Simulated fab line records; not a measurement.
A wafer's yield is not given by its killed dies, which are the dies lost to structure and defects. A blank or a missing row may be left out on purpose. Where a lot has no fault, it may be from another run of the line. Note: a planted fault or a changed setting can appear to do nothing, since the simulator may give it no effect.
fab line records	flow sky130
record lots=11	wafers=32	last_day=50
route steps=708 shown METAL4@600 VIA4@640 PAD_OPEN@708
lots that met no fault: taken from a fault-free run of the same line
start_h: hours from the record's opening day to when the first of the lot's shown wafers began	wait_h: time in hours since the lot's previous step	" as in the row above	L1.1+2: one row covering several wafers at once	- no value, or no start given	* or withheld: withheld	< > ~ a bound
route shown NAME@n: NAME is a module with steps in the file, n the number in the route of the first one	usual: mean/standard deviation taken from wafers without a fault	same: alike in all rows	chamber/n: place in a boat	sites: per-site readings	_std_site: how widely they spread, as a standard deviation	_edge_site: inner sites' mean taken away from outer sites' mean	radius_mm: how far each site lies from the wafer's centre	mask NAME#n: copy n	behind: tool/chamber where the wafer was last shaped	hold: cause of the lot's hold/its duration in hours/its outcome	device: whichever transistor did not switch (one of n, p or np)	end of line: tests run on the same wafers once the route is complete	a step given without rows: its recipe and nothing more	killed: at the first sort, the dies lost to defects and structure; wafer yield is something else	map: a wafer's dies, x killed, . not, _ none there
set.NAME: setting as actually run; set.NAME@STEP: the setting as run at that earlier step	model.NAME: the simulator's own value behind a step, which no gauge read
the route's steps for a sample of lots (tables are steps, rows are wafers)
services: when a tool's chamber went out of use (start_h, in hours from the record's first day, below 0 if earlier), for how many hours, and the reason
## steps
# step SKY_METAL4_SPUTTER_02
# recipe material=AlCu	target_thk_nm=735	power_w=10600	time_s=39.1	chamber_pressure_pa=0.4
# usual cathode_dc_power_W=10600/1.9	throttle_valve_pct=30.3/1
lot.wafer	tool	chamber	start_h	wait_h	cathode_dc_power_W	throttle_valve_pct
L469.1	pvd_sputter-01	-	928.49	0.0	10600	28.8
L469.3	"	-	"	"	10598	29.4
L469.4	"	-	"	"	10602	30.0
L471.3	pvd_sputter-04	-	953.36	0.0	10598	30.8
L471.5	"	-	"	"	10598	30.8
L471.6	"	-	"	"	10601	28.9
L474.3	pvd_sputter-03	-	965.40	0.0	10601	30.6
L474.4	"	-	"	"	10598	29.2
L474.6	"	-	"	"	10601	31.8
L475.1	pvd_sputter-01	-	971.80	0.0	10602	28.7
L475.3	"	-	"	"	10601	30.2
L475.6	"	-	"	"	10598	31.2
L476.3	pvd_sputter-01	-	984.48	0.0	10598	28.8
L476.4	"	-	"	"	10600	29.4
L476.6	"	-	"	"	10602	30.2
L478.1	pvd_sputter-01	-	997.28	0.0	10601	30.6
L478.2	"	-	"	"	10597	29.4
L478.4	"	-	"	"	10602	29.6
L482.3	pvd_sputter-01	-	1024.95	0.0	10598	28.6
L482.4	"	-	"	"	10604	30.1
L483.2	pvd_sputter-04	-	1033.50	0.0	10598	30.5
L483.4	"	-	"	"	10602	29.0
L483.6	"	-	"	"	10602	29.0
L484.2	pvd_sputter-01	-	1040.01	0.0	10601	29.4
L484.3	"	-	"	"	10599	30.9
L484.5	"	-	"	"	10600	29.0
L491.1	pvd_sputter-03	-	1093.66	0.0	10603	32.2
L491.3	"	-	"	"	10601	30.9
L491.4	"	-	"	"	10602	30.8
L492.2	pvd_sputter-04	-	1095.35	0.0	10596	30.9
L492.4	"	-	"	"	10600	29.1
L492.5	"	-	"	"	10602	30.7
# step SKY_METAL4_ETCH_17
# recipe target=SiO2	stop_on=TiN	chemistry=C4F8/O2/Ar	source_w=1500	bias_w=1200	pressure_mtorr=40	c4f8_flow_sccm=withheld	O2_flow_sccm=6	Ar_flow_sccm=300	time_s=3.9	target_depth_a=150
# usual oes_product_au=0.756/0.0073
lot.wafer	tool	chamber	start_h	wait_h	oes_product_au	rf_hours_counter_h
L469.1	rie_diel-01	2	977.36	0.1	0.754	12
L469.3	"	0	"	"	0.757	10
L469.4	"	1	"	"	0.758	8
L471.3	rie_diel-02	2	1001.10	0.0	0.757	8
L471.5	"	2	"	"	0.757	-
L471.6	"	1	"	"	0.756	-
L474.3	rie_diel-03	1	1011.96	0.0	0.752	14
L474.4	"	2	"	"	0.757	-
L474.6	"	0	"	"	0.746	-
L475.1	rie_diel-02	3	1017.56	0.1	0.752	22
L475.3	"	1	"	"	0.753	18
L475.6	"	2	"	"	0.753	-
L476.3	rie_diel-03	2	1031.98	0.0	0.750	15
L476.4	"	0	"	"	0.763	9
L476.6	"	3	"	"	0.757	-
L478.1	rie_diel-02	2	1042.63	0.1	0.754	10
L478.2	"	1	"	"	0.751	19
L478.4	"	0	"	"	0.757	22
L482.3	rie_diel-01	2	1069.91	0.0	0.764	15
L482.4	"	3	"	"	0.759	12
L483.2	rie_diel-03	1	1077.53	0.1	0.750	17
L483.4	"	3	"	"	0.757	8
L483.6	"	0	"	"	0.758	-
L484.2	rie_diel-03	0	1083.75	0.1	0.740	11
L484.3	"	2	"	"	0.752	17
L484.5	"	2	"	"	0.756	-
L491.1	rie_diel-02	2	1133.36	0.1	0.757	13
L491.3	"	1	"	"	0.744	22
L491.4	"	3	"	"	0.768	26
L492.2	rie_diel-01	2	1135.56	0.1	0.763	17
L492.4	"	0	"	"	0.774	15
L492.5	"	1	"	"	0.762	-
# step SKY_METAL4_METAL_ETCH_18
# recipe target_depth_a=8450	stop_on=SiO2	over_etch_frac=0.3	time_s=183.1	chemistry=Cl2/BCl3	resist_sidewall_deg=88	pressure_mtorr=10	icp_w=900	bias_w=48.5	Cl2_flow_sccm=60	bcl3_flow_sccm=30
# usual drypump_motor_current_A=5.9/0.51	oes_product_au=0.865/0.0071	over_etch_frac=0.3/0	throttle_valve_pct=22.265/0.0088
lot.wafer	tool	chamber	start_h	wait_h	drypump_motor_current_A	oes_product_au	over_etch_frac	rf_hours_counter_h	throttle_valve_pct
L469.1	rie_metal-03	0	977.38	0.0	6.2	0.869	0.3	9	22.262
L469.3	"	0	"	"	6.2	0.877	0.3	-	22.265
L469.4	"	1	"	"	5.9	0.877	0.3	-	22.269
L471.3	rie_metal-03	1	1001.17	0.1	5.9	0.868	0.3	-	22.255
L471.5	"	0	"	"	6.1	0.865	0.3	-	22.259
L471.6	"	1	"	"	5.9	0.867	0.3	-	22.260
L474.3	rie_metal-03	1	1012.04	0.1	5.9	0.861	0.3	-	22.266
L474.4	"	0	"	"	6.2	0.871	0.3	-	22.270
L474.6	"	0	"	"	6.2	0.852	0.3	-	22.269
L475.1	rie_metal-03	1	1017.58	0.0	5.9	0.854	0.3	13	22.273
L475.3	"	0	"	"	6.1	0.856	0.3	-	22.271
L475.6	"	0	"	"	6.2	0.864	0.3	-	22.270
L476.3	rie_metal-01	1	1032.06	0.1	6.4	0.861	0.3	-	22.276
L476.4	"	0	"	"	6.4	0.863	0.3	-	22.261
L476.6	"	0	"	"	6.4	0.852	0.3	-	22.260
L478.1	rie_metal-03	1	1042.65	0.0	5.9	0.869	0.3	15	22.245
L478.2	"	0	"	"	6.2	0.876	0.3	13	22.271
L478.4	"	1	"	"	5.9	0.858	0.3	-	22.275
L482.3	rie_metal-03	1	1069.99	0.1	5.9	0.845	0.3	-	22.258
L482.4	"	0	"	"	6.2	0.839	0.37474	-	22.246
L483.2	rie_metal-03	1	1077.55	0.0	5.9	0.867	0.3	18	22.254
L483.4	"	1	"	"	5.9	0.859	0.3	-	22.264
L483.6	"	0	"	"	6.2	0.845	0.37474	-	22.262
L484.2	rie_metal-01	1	1083.82	0.1	6.4	0.873	0.3	-	22.286
L484.3	"	1	"	"	6.4	0.862	0.3	-	22.249
L484.5	"	1	"	"	6.4	0.868	0.3	-	22.259
L491.1	rie_metal-03	0	1133.38	0.0	6.2	0.872	0.3	20	22.254
L491.3	"	1	"	"	5.9	0.873	0.3	-	22.276
L491.4	"	0	"	"	6.2	0.864	0.3	-	22.271
L492.2	rie_metal-01	1	1135.58	0.0	6.4	0.873	0.3	26	22.267
L492.4	"	1	"	"	6.4	0.866	0.3	-	22.268
L492.5	"	0	"	"	6.4	0.869	0.3	-	22.267
# step SKY_METAL4_STRIP_19
# recipe chemistry=O2/N2	power_w=1400	pressure_mtorr=1500	platen_temp_c=withheld	o2_flow_sccm=3000	n2_flow_sccm=300	overash_fraction=0.5
# usual drypump_motor_current_A=5.9/0.41	o2_flow_sccm=2999/8.4	oes_product_au=0.502/0.0049	strip_time_to_endpoint_s=6.54/0.067
lot.wafer	tool	chamber	start_h	wait_h	drypump_motor_current_A	o2_flow_sccm	oes_product_au	rf_hours_counter_h	strip_time_to_endpoint_s
L469.1	plasma_asher-01	0	977.56	0.1	6.5	2999	0.501	51	6.57
L469.3	"	1	"	"	6.0	3011	0.496	-	6.53
L469.4	"	0	"	"	6.5	2993	0.511	-	6.57
L471.3	plasma_asher-01	1	1001.33	0.1	6.0	3001	0.499	-	6.53
L471.5	"	0	"	"	6.5	2996	0.504	-	6.54
L471.6	"	1	"	"	6.0	2989	0.503	-	6.54
L474.3	plasma_asher-01	0	1012.19	0.1	6.5	3001	0.507	-	6.69
L474.4	"	1	"	"	6.0	3004	0.504	-	6.61
L474.6	"	0	"	"	6.5	3008	0.500	-	6.59
L475.1	plasma_asher-04	1	1017.76	0.1	5.5	3001	0.501	90	6.57
L475.3	"	1	"	"	5.5	3017	0.494	-	6.50
L475.6	"	1	"	"	5.6	3010	0.494	-	6.54
L476.3	plasma_asher-02	1	1032.21	0.1	6.1	2996	0.498	-	6.45
L476.4	"	0	"	"	5.2	2995	0.502	-	6.43
L476.6	"	0	"	"	5.2	2999	0.502	-	6.39
L478.1	plasma_asher-04	1	1042.83	0.1	5.5	2990	0.510	92	6.61
L478.2	"	0	"	"	5.9	3004	0.505	92	6.64
L478.4	"	0	"	"	5.8	3003	0.506	-	6.59
L482.3	plasma_asher-02	1	1070.14	0.1	6.1	2994	0.505	-	6.58
L482.4	"	0	"	"	5.2	3001	0.483	-	6.17
L483.2	plasma_asher-01	0	1077.73	0.1	6.5	3001	0.503	62	6.56
L483.4	"	0	"	"	6.5	2996	0.501	-	6.53
L483.6	"	1	"	"	6.0	2996	0.489	-	6.20
L484.2	plasma_asher-02	0	1084.12	0.2	5.2	2997	0.496	37	6.49
L484.3	"	1	"	"	6.1	2988	0.505	-	6.53
L484.5	"	1	"	"	6.1	2999	0.499	-	6.50
L491.1	plasma_asher-04	0	1133.56	0.1	5.8	2995	0.507	101	6.48
L491.3	"	0	"	"	5.8	2986	0.505	-	6.57
L491.4	"	1	"	"	5.5	2998	0.508	-	6.50
L492.2	plasma_asher-04	0	1135.76	0.1	5.8	3009	0.503	101	6.58
L492.4	"	1	"	"	5.5	3004	0.498	-	6.55
L492.5	"	1	"	"	5.5	3007	0.503	-	6.50
# step SKY_VIA4_THK_MEAS_01
# recipe reads=SiO2_of_VIA4_HDPCVD_00
# usual VIA4_HDPCVD_THK=1700/17
lot.wafer	tool	chamber	start_h	wait_h	VIA4_HDPCVD_THK[nm]
L469.1	film_metro-03	-	978.33	0.1	1692
L469.3	"	-	"	"	1703
L469.4	"	-	"	"	1723
L471.3	film_metro-01	-	1002.09	0.1	1701
L471.5	"	-	"	"	1689
L471.6	"	-	"	"	1708
L474.3	film_metro-02	-	1012.99	0.1	1681
L474.4	"	-	"	"	1685
L474.6	"	-	"	"	1674
L475.1	film_metro-02	-	1018.57	0.1	1706
L475.3	"	-	"	"	1714
L475.6	"	-	"	"	1699
L476.3	film_metro-01	-	1033.46	0.1	1683
L476.4	"	-	"	"	1694
L476.6	"	-	"	"	1704
L478.1	film_metro-02	-	1043.60	0.1	1664
L478.2	"	-	"	"	1660
L478.4	"	-	"	"	1663
L482.3	film_metro-01	-	1070.97	0.1	1698
L482.4	"	-	"	"	1694
L483.2	film_metro-03	-	1078.51	0.1	1719
L483.4	"	-	"	"	1726
L483.6	"	-	"	"	1700
L484.2	film_metro-02	-	1084.90	0.1	1733
L484.3	"	-	"	"	1706
L484.5	"	-	"	"	1732
L491.1	film_metro-01	-	1134.36	0.1	1701
L491.3	"	-	"	"	1716
L491.4	"	-	"	"	1703
L492.2	film_metro-02	-	1136.54	0.1	1725
L492.4	"	-	"	"	1696
L492.5	"	-	"	"	1714
# step SKY_PAD_OPEN_PROBE_99
# usual defect_limited_yield=82.6/2.1	killed_at_M0_to_M3=44/7.5	killed_at_M4_up=3.1/1.7	killed_at_contacts=24/6.2	killed_at_front_end=15/4.2	killed_at_other=0.4/0.58	killed_dies=85/10	killed_open=47/7.7	killed_short=38/6.4	sort_bin_3_pad_short=0.8/0.41	sort_bin_5_function=10.3/1.7	sort_bin_6_memory=6.2/1.1	sort_n_pass=407/10	sort_yield_pct=82.6/2.1
# same gross_dies=492	killed_at_back_side=0	sort_bin_4_leakage[%]=0	sort_bin_8_speed[%]=0
lot.wafer	tool	chamber	start_h	wait_h	defect_limited_yield[%]	killed_at_M0_to_M3	killed_at_M4_up	killed_at_contacts	killed_at_front_end	killed_at_other	killed_dies	killed_open	killed_short	sort_bin_3_pad_short[%]	sort_bin_5_function[%]	sort_bin_6_memory[%]	sort_n_pass	sort_yield_pct[%]
L469.1	prober-01	-	1072.99	0.1	83.3	40	3	17	22	0	82	37	44	0.6	9.3	6.7	410	83.3
L469.3	prober-01	-	1073.09	0.2	84.3	36	5	21	15	0	77	46	29	0.4	9.8	5.5	415	84.3
L469.4	prober-01	-	1073.14	0.2	83.3	39	7	18	18	0	82	46	35	1.4	9.1	6.1	410	83.3
L471.3	prober-01	-	1094.14	0.2	81.5	52	3	19	16	1	91	50	39	0.4	10.8	7.3	401	81.5
L471.5	prober-01	-	1094.24	0.2	84.1	43	2	15	17	1	78	36	42	0.4	7.7	7.7	414	84.1
L471.6	prober-01	-	1094.29	0.2	85.2	31	1	22	19	0	73	41	32	0.8	7.9	6.1	419	85.2
L474.3	prober-02	-	1103.72	0.2	83.7	31	5	21	21	2	80	43	37	1.0	9.3	5.9	412	83.7
L474.4	prober-02	-	1103.77	0.2	80.1	56	3	32	7	0	98	62	36	1.2	12.2	6.5	394	80.1
L474.6	prober-02	-	1103.87	0.2	81.7	49	4	23	13	1	90	50	40	1.2	12.4	4.7	402	81.7
L475.1	prober-01	-	1108.23	0.1	83.3	29	5	30	18	0	82	46	36	1.0	10.6	5.1	410	83.3
L475.3	prober-01	-	1108.33	0.2	86.6	30	3	20	13	0	66	38	28	0.2	7.3	5.9	426	86.6
L475.6	prober-01	-	1108.48	0.2	84.1	26	4	22	23	3	78	43	32	1.0	9.6	5.3	414	84.1
L476.3	prober-01	-	1123.58	0.2	84.6	41	2	17	16	0	76	37	37	0.6	9.6	5.3	416	84.6
L476.4	prober-01	-	1123.63	0.2	81.5	46	4	18	23	0	91	51	39	0.6	11.8	6.1	401	81.5
L476.6	prober-01	-	1123.73	0.2	81.3	42	4	20	25	1	92	50	42	1.0	11.8	5.9	400	81.3
L478.1	prober-02	-	1129.90	0.1	81.3	35	5	37	15	0	92	45	47	0.4	13.2	5.1	400	81.3
L478.2	prober-02	-	1129.95	0.1	84.1	43	2	25	8	0	78	43	35	0.2	9.8	5.9	414	84.1
L478.4	prober-02	-	1130.05	0.2	81.3	49	7	25	11	0	92	53	38	0.6	11.0	7.1	400	81.3
L482.3	prober-02	-	1154.23	0.2	82.3	40	1	29	16	1	87	54	32	0.4	10.6	6.7	405	82.3
L482.4	prober-02	-	1154.28	0.2	84.1	39	3	18	17	1	78	40	36	0.6	9.6	5.7	414	84.1
L483.2	prober-01	-	1162.14	0.1	86.2	38	2	18	10	0	68	38	30	1.0	7.7	5.1	424	86.2
L483.4	prober-01	-	1162.24	0.2	84.6	37	4	23	11	1	76	45	31	1.0	8.1	6.3	416	84.6
L483.6	prober-01	-	1162.34	0.2	82.9	40	5	28	11	0	84	46	36	1.4	9.3	6.3	408	82.9
L484.2	prober-02	-	1166.23	0.1	78.7	54	5	30	15	1	105	57	46	1.4	13.8	6.1	387	78.7
L484.3	prober-02	-	1166.28	0.2	84.8	37	2	19	17	0	75	35	40	1.0	9.8	4.5	417	84.8
L484.5	prober-02	-	1166.38	0.2	75.8	57	3	45	14	0	119	66	52	0.8	14.4	8.9	373	75.8
L491.1	prober-01	-	1205.53	0.1	83.9	45	3	18	13	0	79	37	41	0.8	10.2	5.1	413	83.9
L491.3	prober-01	-	1205.63	0.2	82.1	43	4	19	22	0	88	46	40	0.8	11.8	5.3	404	82.1
L491.4	prober-01	-	1205.68	0.2	80.3	50	4	29	14	0	97	54	43	0.8	12.8	6.1	395	80.3
L492.2	prober-01	-	1208.04	0.1	85.8	36	1	19	14	0	70	45	25	0.2	9.6	4.5	422	85.8
L492.4	prober-01	-	1208.14	0.2	83.3	47	2	19	12	2	82	44	38	0.6	9.6	6.5	410	83.3
L492.5	prober-01	-	1208.19	0.2	80.1	57	4	25	12	0	98	57	41	0.4	11.2	8.3	394	80.1
# killed by level:class
L469.1 CONTACT:geometric_particle:open=8 VIA2:geometric_particle:open=8 METAL1:geometric_particle:short=7 VIA2:geometric_particle:short=6 VIA3:geometric_particle:open=6 FIELD_ISO:geometric_particle:open=5 FIELD_ISO:geometric_particle:short=5 POLY_GATE:geometric_particle:short=5
L469.3 VIA1:geometric_particle:open=8 VIA2:geometric_particle:open=7 CONTACT:geometric_particle:open=6 VIA3:geometric_particle:open=6 POLY_GATE:geometric_particle:open=5 CONTACT:geometric_particle:short=5 METAL1:geometric_particle:short=5 FIELD_ISO:geometric_particle:short=4
L469.4 VIA1:geometric_particle:open=12 LI_CONTACT:geometric_particle:open=6 VIA2:geometric_particle:open=6 VIA3:geometric_particle:short=6 VIA3:geometric_particle:open=6 METAL4:geometric_particle:short=6 FIELD_ISO:geometric_particle:short=5 CONTACT:geometric_particle:open=4
L471.3 VIA1:geometric_particle:open=15 CONTACT:geometric_particle:open=10 VIA1:geometric_particle:short=7 METAL2:geometric_particle:short=7 VIA2:geometric_particle:open=6 FIELD_ISO:geometric_particle:open=4 LI_CONTACT:geometric_particle:open=4 METAL2:geometric_particle:open=4
L471.5 VIA1:geometric_particle:open=8 VIA1:geometric_particle:short=8 VIA2:geometric_particle:open=8 FIELD_ISO:geometric_particle:short=5 LI_CONTACT:geometric_particle:open=5 FIELD_ISO:geometric_particle:open=4 LOCAL_INTERCONNECT:geometric_particle:short=4 METAL2:geometric_particle:short=4
L471.6 VIA1:geometric_particle:open=11 CONTACT:geometric_particle:open=9 FIELD_ISO:geometric_particle:short=6 FIELD_ISO:geometric_particle:open=5 LI_CONTACT:geometric_particle:open=4 VIA1:geometric_particle:short=4 VIA3:geometric_particle:open=4 POLY_GATE:geometric_particle:open=3
L474.3 VIA1:geometric_particle:open=11 FIELD_ISO:geometric_particle:open=7 CONTACT:geometric_particle:open=7 VIA3:geometric_particle:open=6 FIELD_ISO:geometric_particle:short=5 LOCAL_INTERCONNECT:geometric_particle:short=5 METAL4:geometric_particle:short=5 POLY_GATE:geometric_particle:short=4
L474.4 VIA1:geometric_particle:open=13 CONTACT:geometric_particle:open=13 VIA3:geometric_particle:open=11 LI_CONTACT:geometric_particle:open=8 VIA2:geometric_particle:open=7 VIA2:geometric_particle:short=6 CONTACT:geometric_particle:short=6 VIA3:geometric_particle:short=5
L474.6 VIA1:geometric_particle:open=13 METAL1:geometric_particle:short=10 CONTACT:geometric_particle:open=9 POLY_GATE:geometric_particle:open=5 VIA3:geometric_particle:open=5 FIELD_ISO:geometric_particle:open=4 VIA2:geometric_particle:open=4 LI_CONTACT:geometric_particle:open=4
L475.1 VIA1:geometric_particle:open=13 CONTACT:geometric_particle:open=8 LOCAL_INTERCONNECT:geometric_particle:short=7 FIELD_ISO:geometric_particle:short=6 FIELD_ISO:geometric_particle:open=6 CONTACT:geometric_particle:short=5 METAL4:geometric_particle:short=5 LOCAL_INTERCONNECT:geometric_particle:open=4
L475.3 VIA1:geometric_particle:open=11 CONTACT:geometric_particle:short=7 FIELD_ISO:geometric_particle:open=5 CONTACT:geometric_particle:open=5 METAL1:geometric_particle:short=5 LI_CONTACT:geometric_particle:open=4 VIA3:geometric_particle:open=4 POLY_GATE:geometric_particle:open=3
L475.6 CONTACT:geometric_particle:open=10 VIA2:geometric_particle:open=7 POLY_GATE:geometric_particle:short=6 LI_CONTACT:geometric_particle:open=6 FIELD_ISO:geometric_particle:short=5 POLY_GATE:geometric_particle:open=4 VIA1:geometric_particle:open=4 METAL4:geometric_particle:short=3
L476.3 METAL2:geometric_particle:short=9 VIA1:geometric_particle:open=8 POLY_GATE:geometric_particle:open=5 METAL1:geometric_particle:short=5 VIA2:geometric_particle:open=5 VIA3:geometric_particle:open=5 LOCAL_INTERCONNECT:geometric_particle:short=4 LI_CONTACT:geometric_particle:open=4
L476.4 VIA1:geometric_particle:open=13 VIA3:geometric_particle:open=7 LI_CONTACT:geometric_particle:open=6 VIA2:geometric_particle:open=6 POLY_GATE:geometric_particle:short=5 POLY_GATE:geometric_particle:open=5 CONTACT:geometric_particle:open=5 METAL1:geometric_particle:short=5
L476.6 VIA3:geometric_particle:open=10 VIA2:geometric_particle:open=9 FIELD_ISO:geometric_particle:open=6 POLY_GATE:geometric_particle:open=5 METAL1:geometric_particle:short=5 LI_CONTACT:geometric_particle:open=5 CONTACT:geometric_particle:short=5 POLY_GATE:geometric_particle:short=4
L478.1 CONTACT:geometric_particle:open=16 LOCAL_INTERCONNECT:geometric_particle:short=9 METAL1:geometric_particle:short=7 CONTACT:geometric_particle:short=6 VIA1:geometric_particle:open=6 POLY_GATE:geometric_particle:open=5 METAL2:geometric_particle:short=5 VIA3:geometric_particle:open=5
L478.2 CONTACT:geometric_particle:open=13 VIA1:geometric_particle:open=10 VIA1:geometric_particle:short=6 METAL2:geometric_particle:short=6 METAL1:geometric_particle:short=5 LI_CONTACT:geometric_particle:open=4 LOCAL_INTERCONNECT:geometric_particle:short=4 VIA2:geometric_particle:open=4
L478.4 VIA1:geometric_particle:open=23 CONTACT:geometric_particle:open=12 LOCAL_INTERCONNECT:geometric_particle:short=6 POLY_GATE:geometric_particle:short=5 METAL1:geometric_particle:short=5 VIA3:geometric_particle:open=5 METAL4:geometric_particle:short=5 VIA1:geometric_particle:short=4
L482.3 CONTACT:geometric_particle:open=14 VIA1:geometric_particle:open=13 VIA3:geometric_particle:open=8 CONTACT:geometric_particle:short=6 METAL2:geometric_particle:short=6 POLY_GATE:geometric_particle:open=5 SPACER:geometric_particle:open=4 LI_CONTACT:geometric_particle:open=4
L482.4 FIELD_ISO:geometric_particle:open=7 METAL1:geometric_particle:short=7 VIA1:geometric_particle:short=7 CONTACT:geometric_particle:open=6 VIA3:geometric_particle:open=6 CONTACT:geometric_particle:short=5 VIA1:geometric_particle:open=5 VIA2:geometric_particle:open=4
L483.2 VIA1:geometric_particle:open=10 VIA2:geometric_particle:open=9 CONTACT:geometric_particle:open=6 FIELD_ISO:geometric_particle:short=5 LI_CONTACT:geometric_particle:open=5 METAL2:geometric_particle:short=5 LOCAL_INTERCONNECT:geometric_particle:short=5 METAL3:geometric_particle:short=4
L483.4 CONTACT:geometric_particle:open=11 VIA1:geometric_particle:open=8 VIA3:geometric_particle:open=6 FIELD_ISO:geometric_particle:short=4 LI_CONTACT:geometric_particle:open=4 METAL1:geometric_particle:short=4 VIA2:geometric_particle:open=4 FIELD_ISO:geometric_particle:open=3
L483.6 CONTACT:geometric_particle:open=9 LI_CONTACT:geometric_particle:open=9 VIA1:geometric_particle:open=8 VIA2:geometric_particle:open=7 METAL2:geometric_particle:short=7 LOCAL_INTERCONNECT:geometric_particle:short=6 METAL3:geometric_particle:short=4 VIA3:geometric_particle:open=4
L484.2 CONTACT:geometric_particle:open=15 VIA1:geometric_particle:open=11 METAL2:geometric_particle:short=10 VIA3:geometric_particle:open=10 LI_CONTACT:geometric_particle:open=7 METAL1:geometric_particle:short=7 FIELD_ISO:geometric_particle:short=4 POLY_GATE:geometric_particle:open=4
L484.3 METAL2:geometric_particle:short=8 CONTACT:geometric_particle:open=7 VIA1:geometric_particle:open=6 LI_CONTACT:geometric_particle:open=5 VIA3:geometric_particle:open=5 FIELD_ISO:geometric_particle:short=4 POLY_GATE:geometric_particle:short=4 CONTACT:geometric_particle:short=4
L484.5 VIA1:geometric_particle:open=17 LI_CONTACT:geometric_particle:open=16 CONTACT:geometric_particle:short=9 LOCAL_INTERCONNECT:geometric_particle:short=9 VIA3:geometric_particle:short=8 VIA2:geometric_particle:open=7 CONTACT:geometric_particle:open=6 VIA3:geometric_particle:open=6
L491.1 VIA1:geometric_particle:open=14 VIA1:geometric_particle:short=9 CONTACT:geometric_particle:open=7 METAL2:geometric_particle:short=5 FIELD_ISO:geometric_particle:short=4 CONTACT:geometric_particle:short=4 METAL1:geometric_particle:short=4 VIA3:geometric_particle:open=4
L491.3 CONTACT:geometric_particle:open=9 VIA1:geometric_particle:open=9 METAL2:geometric_particle:short=7 FIELD_ISO:geometric_particle:short=6 METAL1:geometric_particle:short=6 POLY_GATE:geometric_particle:open=5 VIA3:geometric_particle:open=5 VIA1:geometric_particle:short=5
L491.4 VIA1:geometric_particle:open=21 CONTACT:geometric_particle:open=12 CONTACT:geometric_particle:short=6 METAL2:geometric_particle:short=6 FIELD_ISO:geometric_particle:short=4 FIELD_ISO:geometric_particle:open=4 POLY_GATE:geometric_particle:short=4 LI_CONTACT:geometric_particle:open=4
L492.2 CONTACT:geometric_particle:open=8 VIA1:geometric_particle:open=8 VIA3:geometric_particle:open=7 VIA2:geometric_particle:open=7 FIELD_ISO:geometric_particle:open=5 POLY_GATE:geometric_particle:open=4 CONTACT:geometric_particle:short=4 VIA1:geometric_particle:short=4
L492.4 VIA2:geometric_particle:open=10 CONTACT:geometric_particle:open=8 VIA1:geometric_particle:open=8 LI_CONTACT:geometric_particle:open=6 METAL2:geometric_particle:short=6 VIA1:geometric_particle:short=5 VIA3:geometric_particle:open=5 METAL1:geometric_particle:short=4
L492.5 VIA1:geometric_particle:open=19 METAL1:geometric_particle:short=8 LI_CONTACT:geometric_particle:open=7 CONTACT:geometric_particle:open=7 VIA3:geometric_particle:open=7 CONTACT:geometric_particle:short=6 VIA2:geometric_particle:open=6 POLY_GATE:geometric_particle:short=5
## services
tool	chamber	start_h	hours	kind
rie_metal-03	1	909.49	4.4	repair
rie_diel-02	0	925.98	8.3	repair
pvd_sputter-04	-	937.41	8.7	repair
plasma_asher-04	-	948.72	29.3	repair
plasma_asher-04	-	963.55	2.9	repair
pvd_sputter-04	-	964.66	21.3	repair
rie_diel-03	-	967.18	2.8	pm
rie_diel-03	1	979.05	9.2	repair
pvd_sputter-01	-	999.93	6.8	repair
rie_diel-01	1	1011.78	5.8	repair
rie_diel-03	2	1015.87	5.7	repair
plasma_asher-01	-	1042.24	1.0	repair
rie_diel-02	2	1045.75	3.9	repair
rie_diel-02	-	1048.18	1.1	repair
plasma_asher-01	-	1049.37	0.5	repair
pvd_sputter-04	-	1070.64	1.6	repair
plasma_asher-02	-	1075.28	0.8	repair
rie_diel-01	-	1079.50	1.7	repair
rie_metal-01	-	1109.55	0.8	repair
rie_diel-01	1	1109.59	13.3	repair
rie_diel-01	3	1117.67	2.6	repair
plasma_asher-04	-	1121.70	2.8	pm
plasma_asher-02	-	1127.48	2.8	pm
rie_diel-01	-	1131.10	0.3	repair
## key
first_sign step=SKY_METAL4_METAL_ETCH_18	reading=over_etch_frac	direction=up	sigmas=99+	usual=0.3	struck=0.37474
effect step=SKY_METAL4_METAL_ETCH_18	reading=oes_product_au	direction=down	sigmas=3.2	usual=0.865	struck=0.842
effect step=SKY_METAL4_STRIP_19	reading=strip_time_to_endpoint_s	direction=down	sigmas=5.4	usual=*	struck=*
met_at SKY_METAL4_METAL_ETCH_18
struck_lots L482,L483
struck_wafers L482.4,L483.6
not_acting_at SKY_METAL4_SPUTTER_02,SKY_METAL4_ETCH_17,SKY_VIA4_THK_MEAS_01
onset_between 1042.65 1069.99
fault kind=process_parameter_drift	tool=rie_metal-03	chamber=0	onset_h=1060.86	steps=SKY_METAL4_METAL_ETCH_18	channel=over_etch_frac	offset=0.07474	shape=step	end_h=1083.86	acts_in=these_recipes_only	stated=0.3
